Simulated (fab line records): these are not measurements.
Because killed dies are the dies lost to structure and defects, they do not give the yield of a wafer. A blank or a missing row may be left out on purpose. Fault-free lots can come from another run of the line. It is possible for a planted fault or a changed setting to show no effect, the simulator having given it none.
Which tool was responsible? | flow sky130 | 14 lots (42 wafers sampled), 1 step of a 708-step route

WHAT THE GAUGES READ, wafer by wafer
The record lacks any reading of a measuring or inspecting step that a usual standard deviation could be used to judge.

TOOL THAT RAN EACH LOT (tool first, then ch and the chambers of the sampled wafers, then the start)
lot  | SKY_METAL5_SPUTTER_04
L840 | pvd sputter-03, day 42 00:32
L841 | pvd sputter-03, day 42 11:15
L844 | pvd sputter-01, day 43 09:47
L845 | pvd sputter-02, day 43 13:41
L846 | pvd sputter-03, day 44 02:53
L847 | pvd sputter-01, day 44 06:59
L848 | pvd sputter-03, day 44 19:27
L849 | pvd sputter-03, day 45 19:26
L850 | pvd sputter-03, day 45 20:50
L851 | pvd sputter-01, day 45 21:21
L853 | pvd sputter-03, day 46 02:35
L858 | pvd sputter-03, day 47 10:57
L859 | pvd sputter-01, day 47 12:14
L861 | pvd sputter-03, day 48 03:39
- SKY_METAL5_SPUTTER_04: material TiN, target thk 70 nm, time 58.3 s.

WHAT THE TOOLS THEMSELVES READ (means of the sampled wafers that have a number; where no wafer has one, the mark that the record gives instead)
SKY_METAL5_SPUTTER_04. Usual: chamber pressure pa 0.4000 Pa, standard deviation 0.00082; throttle valve pct 29.7 %, standard deviation 0.78.
lot  | tool           | chamber pressure pa (Pa) | throttle valve pct (%) | flag
L840 | pvd sputter-03 | 0.3999                   | 29.1                   |
L841 | pvd sputter-03 | 0.3997                   | 29.3                   |
L844 | pvd sputter-01 | 0.3997                   | 29.6                   |
L845 | pvd sputter-02 | 0.4005                   | 29.7                   |
L846 | pvd sputter-03 | 0.4006                   | 29.3                   |
L847 | pvd sputter-01 | 0.4008                   | 29.8                   |
L848 | pvd sputter-03 | 0.4002                   | 29.4                   |
L849 | pvd sputter-03 | 0.4001                   | 30.1                   |
L850 | pvd sputter-03 | 0.4000                   | 29.5                   |
L851 | pvd sputter-01 | 0.4001                   | 29.7                   |
L853 | pvd sputter-03 | 0.4005                   | 30.1                   |
L858 | pvd sputter-03 | 0.3936                   | 30.4                   | OFF
L859 | pvd sputter-01 | 0.4002                   | 29.5                   |
L861 | pvd sputter-03 | 0.3928                   | 30.5                   | OFF

THE ANSWER, worked out from the rows above alone
Rule: lot off if the mean of its wafers having a number is beyond 3 standard deviations from the usual mean. A lot without any number at a reading at which 4 lots or more have one is off too. The other lots that the step has rows for count as sound. The gauges are gone through in route order, then the tools' own readings, and for those a lot's mean is taken as printed above. At the first step where some lot is off, the reading lying furthest off is the one used; lots without a number count as furthest.
Off, at SKY_METAL5_SPUTTER_04 on chamber pressure pa: L858, L861.
A tool fits if, at that step or a process step before it, it ran every lot that is off, and no sound lot after the first of them. One fits: pvd sputter-03 at SKY_METAL5_SPUTTER_04. Its last sound lot is L853 (day 46 02:35), its first lot that is off L858 (day 47 10:57): a fault that began between those two fits.
On the lots that are off, the tool's own readings at SKY_METAL5_SPUTTER_04 differ by more than 5 times the standard deviation of the sound lots' means, which bears it out; chamber pressure pa reads 0.3932 Pa there versus 0.4002 Pa on the sound lots.

WHAT WAS PUT IN BY THE SIMULATOR
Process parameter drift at SKY_METAL5_SPUTTER_04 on pvd sputter-03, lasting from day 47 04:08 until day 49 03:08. A move of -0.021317 in setting chamber pressure pa, from 0.4. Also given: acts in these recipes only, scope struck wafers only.
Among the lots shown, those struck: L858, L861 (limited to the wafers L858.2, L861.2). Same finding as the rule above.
